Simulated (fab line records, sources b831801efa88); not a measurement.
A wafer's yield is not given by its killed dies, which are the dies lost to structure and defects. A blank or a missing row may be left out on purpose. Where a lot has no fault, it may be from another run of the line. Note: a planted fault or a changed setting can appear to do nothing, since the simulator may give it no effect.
Which tool did it? -- flow sfq line -- 13 lots with 39 wafers sampled at 5 steps, on a route of 325 steps

== WHAT THE GAUGES READ, wafer by wafer ==
SFQ_M3_RS_MEAS_919: a four-point-probe measurement.
lot,measured,on,M3_NB_RS (ohm/sq)
L401,day 30 06:23,film metro-04,0.902 0.922 0.895
L403,day 33 11:16,film metro-04,0.886 0.875 0.884
L405,day 33 16:07,film metro-01,0.901 0.887 0.894
L406,day 33 20:55,film metro-01,0.891 0.888 0.890
L408,day 39 13:38,film metro-01,0.876 0.899 0.890
L410,day 40 11:35,film metro-03,0.875 0.867 0.886
L411,day 41 05:35,film metro-01,0.893 0.886 0.885
L414,day 42 03:11,film metro-03,0.878 0.880 1.218 0.878 0.879 1.220
L420,day 44 07:07,film metro-03,0.884 0.897 0.881
L421,day 44 15:29,film metro-03,0.878 0.891 0.886
L422,day 45 02:18,film metro-03,0.898 0.885 0.898
L423,day 45 13:16,film metro-01,0.912 0.894 0.907
L424,day 45 20:17,film metro-04,0.890 0.893 0.896

SFQ_I6_BOW_MEAS_941.
lot,measured,on,I6_BOW (um)
L401,day 72 19:22,film metro-03,11 9 9
L403,day 75 05:56,film metro-03,0 9 -4
L405,day 75 13:34,film metro-01,7 1 7
L406,day 75 16:34,film metro-01,4 6 0
L408,day 76 02:56,film metro-03,7 -3 -1
L410,day 76 08:07,film metro-01,19 -1 0
L411,day 76 12:59,film metro-01,-5 -1 0
L414,day 77 08:07,film metro-01,14 24 14
L420,day 78 02:09,film metro-01,15 16 26
L421,day 78 03:59,film metro-04,-4 5 12
L422,day 78 05:08,film metro-01,8 18 10
L423,day 78 08:04,film metro-03,-9 7 7
L424,day 78 11:02,film metro-04,10 5 12

== EACH LOT AND THE TOOL THAT RAN IT (in order: tool; ch and the chambers of the sampled wafers; start) ==
lot,SFQ_TRILAYER_L0_CAP_PECVD_011,SFQ_TRILAYER_M3_DEP_SPUTTER_073,SFQ_TRILAYER_M3_ETCH_METAL_ETCH_078
L401,"pecvd-02 ch 0,1,2, day 4 07:56","pvd sputter-05, day 30 06:14","rie metal-01 ch 0,1, day 30 10:03"
L403,"pecvd-04 ch 0,2, day 4 22:19","pvd sputter-06, day 33 11:11","rie metal-03 ch 0,1, day 39 05:20"
L405,"pecvd-02 ch 1,2, day 5 07:25","pvd sputter-05, day 33 15:59","rie metal-01 ch 0,1, day 39 11:30"
L406,"pecvd-03 ch 0,1,2, day 5 15:23","pvd sputter-06, day 33 20:47","rie metal-01 ch 0,1, day 39 16:18"
L408,"pecvd-04 ch 0,2, day 6 04:05","pvd sputter-04, day 39 13:33","rie metal-01 ch 0, day 45 09:45"
L410,"pecvd-02 ch 0,1, day 6 12:29","pvd sputter-04, day 40 11:30","rie metal-03 ch 0,1, day 46 08:29"
L411,"pecvd-04 ch 0,1,2, day 6 21:30","pvd sputter-06, day 41 05:30","rie metal-01 ch 0,1, day 47 03:39"
L414,"pecvd-04 ch 0,1, day 7 14:06","pvd sputter-06, day 42 03:06","rie metal-01 ch 0,1, day 48 10:58"
L420,"pecvd-04 ch 0,1, day 9 06:45","pvd sputter-04, day 44 06:59","rie metal-01 ch 1, day 50 11:49"
L421,"pecvd-02 ch 0,1, day 9 12:35","pvd sputter-04, day 44 15:23","rie metal-01 ch 1, day 50 20:48"
L422,"pecvd-03 ch 0,1, day 9 20:59","pvd sputter-04, day 45 02:11","rie metal-04 ch 1, day 51 04:06"
L423,"pecvd-02 ch 0,2, day 10 04:41","pvd sputter-04, day 45 13:10","rie metal-03 ch 0,1, day 51 11:12"
L424,"pecvd-04 ch 0,2, day 10 09:29","pvd sputter-05, day 45 20:11","rie metal-01 ch 0,1, day 51 12:24"
- SFQ_TRILAYER_L0_CAP_PECVD_011: deposits SiO2 from SiH4/N2O, time 13.333 s, target thk 60 nm.
- SFQ_TRILAYER_M3_DEP_SPUTTER_073: material Nb, target thk 200 nm, time 133.3 s.
- SFQ_TRILAYER_M3_ETCH_METAL_ETCH_078: etches Nb in Cl2/Ar, stops on SiO2, target depth 240 nm, time 120 s.

== AS READ BY THE TOOLS THEMSELVES (means over the sampled wafers that have a number; for cases with no such wafer, the mark the record gives instead) ==
SFQ_TRILAYER_L0_CAP_PECVD_011.
lot,tool,heater power w (W),susceptor temp C (C),throttle valve pct (%)
L401,pecvd-02,79,149.92,23.9
L403,pecvd-04,83,150.04,24.7
L405,pecvd-02,77,149.96,24.0
L406,pecvd-03,89,150.08,25.8
L408,pecvd-04,85,149.95,24.9
L410,pecvd-02,95,149.93,24.4
L411,pecvd-04,86,150.02,25.1
L414,pecvd-04,89,150.10,24.4
L420,pecvd-04,89,150.10,24.4
L421,pecvd-02,95,150.02,24.2
L422,pecvd-03,64,149.88,23.1
L423,pecvd-02,89,150.13,24.0
L424,pecvd-04,89,149.92,24.7

SFQ_TRILAYER_M3_DEP_SPUTTER_073.
lot,tool,throttle valve pct (%)
L401,pvd sputter-05,29.5
L403,pvd sputter-06,28.6
L405,pvd sputter-05,30.1
L406,pvd sputter-06,30.4
L408,pvd sputter-04,29.8
L410,pvd sputter-04,30.1
L411,pvd sputter-06,30.0
L414,pvd sputter-06,30.4
L420,pvd sputter-04,29.5
L421,pvd sputter-04,29.6
L422,pvd sputter-04,29.2
L423,pvd sputter-04,29.6
L424,pvd sputter-05,29.7

SFQ_TRILAYER_M3_ETCH_METAL_ETCH_078.
lot,tool,drypump motor current A (A),he backside leak sccm (sccm),oes product au (a.u.)
L401,rie metal-01,5.5,3.25,0.884
L403,rie metal-03,5.7,3.46,0.899
L405,rie metal-01,5.7,3.23,0.895
L406,rie metal-01,5.7,3.22,0.896
L408,rie metal-01,5.2,3.42,0.895
L410,rie metal-03,5.2,3.54,0.908
L411,rie metal-01,5.5,3.33,0.891
L414,rie metal-01,5.5,3.34,0.853
L420,rie metal-01,6.0,3.17,0.895
L421,rie metal-01,5.9,3.17,0.900
L422,rie metal-04,5.7,3.26,0.891
L423,rie metal-03,5.3,3.38,0.890
L424,rie metal-01,5.7,3.14,0.888

== THE ANSWER, worked out from the rows above alone ==
Rule: usual is defined by the lots themselves. The widest of any qualifying gaps counts: lots, ordered by their means at a reading, are off when they make up no more than a third of the lots, leave a main group of 4 or more, and stand apart from it by 3 or more times the standard deviation of that group's means. A main group is skipped when, at the precision printed for the reading in the tables above, its means are all equal. Also off: a lot with no number at a reading for which 4 or more lots have one. Where the step has rows for the other lots, those lots are counted as sound. First the gauges in route order, then the tools' own readings, where a lot's mean is used as printed above. The first step at which some lot is off is used, and at that step the reading that is off furthest; a lot without a number counts as furthest.
Off: at SFQ_M3_RS_MEAS_919 (M3_NB_RS), L414. The main group: mean 0.891 ohm/sq, standard deviation 0.0082.
A tool fits if, at a process step before that reading, it ran every lot that is off, and no sound lot after the first of them. The gauges at SFQ_M3_RS_MEAS_919 aren't tried: what is off there is off at SFQ_TRILAYER_M3_ETCH_METAL_ETCH_078 too, on other tools, and a gauge's error can't cause that. One fits: pvd sputter-06 at SFQ_TRILAYER_M3_DEP_SPUTTER_073. Its last sound lot is L411 (day 41 05:30), its first lot that is off L414 (day 42 03:06): a fault that began between those two fits.

== WHAT THE SIMULATOR HAD PUT IN ==
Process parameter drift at SFQ_TRILAYER_M3_DEP_SPUTTER_073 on pvd sputter-06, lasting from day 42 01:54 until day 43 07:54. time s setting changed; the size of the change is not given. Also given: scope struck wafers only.
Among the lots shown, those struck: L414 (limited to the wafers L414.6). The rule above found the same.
